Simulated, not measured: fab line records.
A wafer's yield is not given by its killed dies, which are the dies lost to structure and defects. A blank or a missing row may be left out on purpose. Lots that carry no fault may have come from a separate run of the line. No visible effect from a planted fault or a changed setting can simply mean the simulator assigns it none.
Which tool was responsible?    flow sky130    Sampling: 12 lots, 35 wafers, 4 of 708 route steps

WHAT THE GAUGES SHOWED, per wafer
SKY_FIELD_ISO_BOW_MEAS_00. Usual: INCOMING_BOW gives 0 um (standard deviation 6.5).
lot   measured     on             INCOMING_BOW (um)  flag
L902  day 1 10:00  film-metro-01  6 4 12             
L905  day 2 01:01  film-metro-03  -1 1 -1            
L906  day 2 06:00  film-metro-01  -2 0 -4            
L907  day 2 11:00  film-metro-02  6 6 19             
L909  day 2 21:02  film-metro-01  4 6 7              
L911  day 3 07:01  film-metro-02  1 0 0              
L912  day 3 12:00  film-metro-03  -6 -5 -15          
L913  day 3 17:01  film-metro-02  -3 2 2             
L916  day 4 08:01  film-metro-03  4 -7 -5            
L918  day 4 18:02  film-metro-01  2 -10              
L919  day 4 23:04  film-metro-03  2 5 10             
L924  day 6 00:01  film-metro-02  3 7 -4             

SKY_FIELD_ISO_THK_MEAS_04. Usual: FIELD_ISO_CVD_03_THK gives 164.2 nm (standard deviation 1.6).
lot   measured     on             FIELD_ISO_CVD_03_THK (nm)  flag
L902  day 1 14:21  film-metro-01  164.7 165.2 164.5          
L905  day 2 06:02  film-metro-02  164.0 165.3 164.7          
L906  day 2 12:38  film-metro-02  166.4 165.8 165.0          
L907  day 2 16:50  film-metro-01  161.9 161.7 161.5          
L909  day 3 02:27  film-metro-02  166.1 166.8 167.3          
L911  day 3 10:41  film-metro-03  164.7 164.8 165.9          
L912  day 3 16:27  film-metro-03  165.2 166.3 163.1          
L913  day 3 20:53  film-metro-03  164.8 162.7 164.2          
L916  day 4 12:35  film-metro-02  160.9 161.3 161.7          
L918  day 4 21:30  film-metro-02  164.5 165.2                
L919  day 5 05:45  film-metro-01  163.1 163.1 163.8          
L924  day 6 04:14  film-metro-01  163.8 163.6 162.9          

SKY_FIELD_ISO_THK_MEAS_25. Usual: FIELD_ISO_CVD_24_THK gives 594 nm (standard deviation 5.3).
lot   measured     on             FIELD_ISO_CVD_24_THK (nm)  flag
L902  day 2 07:05  film-metro-02  589 594 594                
L905  day 2 23:25  film-metro-01  593 590 589                
L906  day 3 05:43  film-metro-03  600 590 599                
L907  day 3 11:11  film-metro-03  601 596 596                
L909  day 3 20:22  film-metro-03  593 600 585                
L911  day 4 06:25  film-metro-03  592 598 590                
L912  day 4 12:02  film-metro-03  592 595 594                
L913  day 4 16:13  film-metro-01  591 585 590                
L916  day 5 08:30  film-metro-03  590 835 599                OFF
L918  day 5 18:13  film-metro-02  589 841                    OFF
L919  day 6 01:53  film-metro-01  844 605 602                OFF
L924  day 7 04:07  film-metro-01  590 589 591                

WHICH TOOL RAN EACH LOT (tool, then ch and the chambers of the sampled wafers, then the start)
lot   SKY_FIELD_ISO_CVD_24
L902  hdpcvd-01 ch 0,1, day 2 07:01
L905  hdpcvd-01 ch 0,1,2, day 2 23:20
L906  hdpcvd-02 ch 0,2, day 3 05:38
L907  hdpcvd-02 ch 0,1, day 3 11:07
L909  hdpcvd-02 ch 0,1,2, day 3 20:16
L911  hdpcvd-02 ch 0,2, day 4 06:20
L912  hdpcvd-01 ch 0,1,2, day 4 11:58
L913  hdpcvd-02 ch 0,1,2, day 4 16:08
L916  hdpcvd-01 ch 0,1,2, day 5 08:23
L918  hdpcvd-01 ch 1,2, day 5 18:07
L919  hdpcvd-01 ch 0,1,2, day 6 01:49
L924  hdpcvd-02 ch 1,2, day 7 04:01
- SKY_FIELD_ISO_CVD_24: deposits SiO2, target thk 595 nm, time 99.2 s.

WHAT THE TOOLS THEMSELVES READ (means of the sampled wafers that have a number; where no wafer has one, the mark that the record gives instead)
SKY_FIELD_ISO_CVD_24. Usual: 650.0 C for susceptor-temp-C, sd 0.32.
lot   tool       susceptor-temp-C (C)  flag
L902  hdpcvd-01  650.1                 
L905  hdpcvd-01  650.1                 
L906  hdpcvd-02  650.2                 
L907  hdpcvd-02  649.9                 
L909  hdpcvd-02  650.2                 
L911  hdpcvd-02  650.1                 
L912  hdpcvd-01  650.0                 
L913  hdpcvd-02  649.9                 
L916  hdpcvd-01  649.9                 
L918  hdpcvd-01  650.0                 
L919  hdpcvd-01  649.9                 
L924  hdpcvd-02  650.0                 

THE ANSWER, worked out from the rows above alone
Rule: take the mean of a lot's wafers that have a number; if it is more than 3 standard deviations from the usual mean, the lot is off. Also off: a lot with no number at a reading for which 4 or more lots have one. All remaining lots with rows at the step are treated as sound. Order of review: gauges by route order, followed by the tools' own readings, for which a lot's mean as printed above is used. At the first step where some lot is off, the reading lying furthest off is the one used; lots without a number count as furthest.
Off: L916, L918, L919, at SKY_FIELD_ISO_THK_MEAS_25 (FIELD_ISO_CVD_24_THK).
If a tool, at a process step before that reading, ran all the lots that are off and no sound lot after the first of them, it fits. The gauges at SKY_FIELD_ISO_THK_MEAS_25 are tried like those tools. One fits: hdpcvd-01 at SKY_FIELD_ISO_CVD_24. A fault onset in the window from L912 (day 4 11:58, its last sound lot) to L916 (day 5 08:23, its first lot off) fits.

WHAT WAS PUT IN BY THE SIMULATOR
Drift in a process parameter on hdpcvd-01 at SKY_FIELD_ISO_CVD_24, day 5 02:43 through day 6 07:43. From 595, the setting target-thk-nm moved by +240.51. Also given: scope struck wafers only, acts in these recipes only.
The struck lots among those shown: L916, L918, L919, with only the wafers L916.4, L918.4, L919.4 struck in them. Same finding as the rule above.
